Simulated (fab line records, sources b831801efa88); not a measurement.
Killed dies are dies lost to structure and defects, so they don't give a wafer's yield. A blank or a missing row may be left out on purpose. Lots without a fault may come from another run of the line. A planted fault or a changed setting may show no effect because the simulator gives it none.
Chamber matching | flow gf180mcu | GF_V5_CMP_26 on cmp-02: 4 sister chambers
The step polishes, stops on SiO2, t overpolish 15 s, target thk 0 nm. 16 wafers are shown with their chamber, then 8 later ones without.

WAFERS WITH THEIR CHAMBER
wafer  | chamber | motor_current_A (A) | time_to_endpoint_s (s) | overpolish_run_s (s)
L133.2 | 1       | 10.7                | 85                     | 15.019
L133.3 | 3       | 9.4                 | 84                     | 14.989
L133.5 | 2       | 12.6                | 85                     | 15.011
L135.1 | 3       | 9.5                 | 80                     | 15.006
L135.2 | 1       | 10.1                | 82                     | 15.000
L135.3 | 0       | 11.9                | 87                     | 15.010
L138.3 | 1       | 10.0                | 89                     | 14.988
L138.5 | 0       | 11.6                | 88                     | 15.003
L138.6 | 1       | 9.9                 | 87                     | 15.000
L137.1 | 3       | 9.7                 | 86                     | 15.009
L137.4 | 2       | 13.2                | 84                     | 15.001
L137.5 | 0       | 11.3                | 88                     | 15.009
L144.2 | 1       | 10.5                | 79                     | 15.003
L144.3 | 3       | 9.2                 | 78                     | 15.011
L144.6 | 0       | 11.1                | 85                     | 14.994
L149.4 | 1       | 9.9                 | 90                     | 15.006

SIGNATURES (means of the wafers above)
reading            | chamber 0 | chamber 1 | chamber 2 | chamber 3 | scatter within a chamber
motor_current_A    | 11.475    | 10.183    | 12.900    | 9.450     | 0.322
time_to_endpoint_s | 87.00     | 85.33     | 84.50     | 82.00     | 3.36
overpolish_run_s   | 15.00400  | 15.00267  | 15.00600  | 15.00375  | 0.00923
Rule: a wafer's distance from a chamber is the root of the sum, over the readings, of the square of ((its reading less the chamber's mean) divided by the reading's scatter). The wafer belongs to the nearest chamber; if the next one is less than 2 further off, it can't be placed. The scatter: the root of (the sum of the squares of (reading less its chamber's mean) over the shown wafers, divided by (wafers less chambers)).

WAFERS WITHOUT THEIR CHAMBER
wafer  | motor_current_A (A) | time_to_endpoint_s (s) | overpolish_run_s (s)
L149.5 | 10.4                | 90                     | 14.996
L149.6 | 13.4                | 90                     | 14.997
L152.3 | 9.9                 | 92                     | 14.999
L152.4 | 10.3                | 95                     | 14.996
L152.6 | 9.0                 | 95                     | 14.991
L154.3 | 9.8                 | 88                     | 14.990
L154.4 | 10.4                | 88                     | 15.009
L154.6 | 12.7                | 87                     | 14.994

WHICH CHAMBER EACH WENT THROUGH
wafer  | from the rows above          | in truth
L149.5 | can't be placed: 1 or 0      | 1
L149.6 | 2                            | 2
L152.3 | can't be placed: 1 or 3      | 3
L152.4 | can't be placed: 1 or 0 or 3 | 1
L152.6 | can't be placed: 3 or 1      | 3
L154.3 | can't be placed: 1 or 3      | 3
L154.4 | 1                            | 1
L154.6 | 2                            | 2
Placed correctly: 3 of 8. Can't be placed from these rows: 5 (the true chamber is among the candidates in 5). Placed wrongly: 0.
